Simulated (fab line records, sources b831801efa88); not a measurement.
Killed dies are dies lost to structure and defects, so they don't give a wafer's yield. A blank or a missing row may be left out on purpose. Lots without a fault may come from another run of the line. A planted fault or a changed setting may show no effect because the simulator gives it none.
A struck lot beside a sound one | flow gf180mcu | 14 steps out of a route of 602
Sound: wafers L867.2, L867.4, L867.5. Struck: wafers L878.1, L878.2, L878.3. The cause comes at the end.
At each step with rows: each side's tool, then ch and its chambers, then its first start. Under that, the readings that differ: sound wafers | struck wafers | difference of the means | sigmas: that difference in standard deviations of wafers without a fault.
alike: readings whose means differ by less than 2 such deviations, and words and numbers that are the same on both sides. not compared: withheld readings, readings that some wafer has no value for, bounds like >300 that may hide the same value, and numbers for which the record gives no deviation and whose values overlap.
The two part at a step that has a row with sigmas, a row that says differs or no value, or rows on one side only. Numbers that don't overlap but have no deviation are shown without sigmas and don't part them. A reading that every wafer of one side lacks parts them only if that side has two wafers or more.

first, 1 step without rows for these wafers: GF_NWELL_DEVELOP_06 (develop time 60 s).
GF_NWELL_OVL_MEAS_07:
  sound on overlay-02, day 5 09:41; struck on overlay-01, day 7 23:08
  alike: NWELL_OVL
then, 2 steps without rows for these wafers: GF_NWELL_IMPLANT_08; GF_NWELL_IMPLANT_09.
GF_NWELL_STRIP_10: strips in O2/N2.
  sound on plasma_asher-04 ch 0, day 5 10:01; struck on plasma_asher-04 ch 0,1, day 7 23:28
  alike: drypump_motor_current_A, heater_power_w, oes_product_au, strip_time_to_endpoint_s
  not compared: rf_hours_counter_h
GF_NWELL_TW_MEAS_11:
  sound on film_metro-02, day 5 10:08; struck on film_metro-01, day 7 23:34
  alike: NWELL_TW
then, 6 steps without rows for these wafers: GF_LVPWELL_DEHYDRATE_00 (time 60 s); GF_LVPWELL_HMDS_01 (prime time 60 s); GF_LVPWELL_COAT_02 (resist thk 3000 nm); GF_LVPWELL_SOFTBAKE_03; GF_LVPWELL_EXPOSE_04 (exposes mask LVPWELL, target cd 600 nm); GF_LVPWELL_PEB_05.
GF_LVPWELL_DEVELOP_06: develop time 60 s.
  sound on litho_track-03 ch 0, day 5 22:00; struck on litho_track-03, day 8 15:00
  no value came back on the struck wafers for chill_plate_temp_C (C), develop_time_s (s); on the sound wafers chill_plate_temp_C (C) reads 22.84 22.84 22.88
GF_LVPWELL_OVL_MEAS_07:
  sound on overlay-02, day 5 23:02; struck on overlay-01, day 8 15:58
  reading          | sound          | struck | difference                    | sigmas
  LVPWELL_OVL (nm) | -2.2 -0.9 -0.5 | - - -  | no value on the struck wafers |

WHERE THEY PART
First at GF_LVPWELL_DEVELOP_06; last, within this record, at GF_LVPWELL_OVL_MEAS_07.

WHY: what the simulator had put in
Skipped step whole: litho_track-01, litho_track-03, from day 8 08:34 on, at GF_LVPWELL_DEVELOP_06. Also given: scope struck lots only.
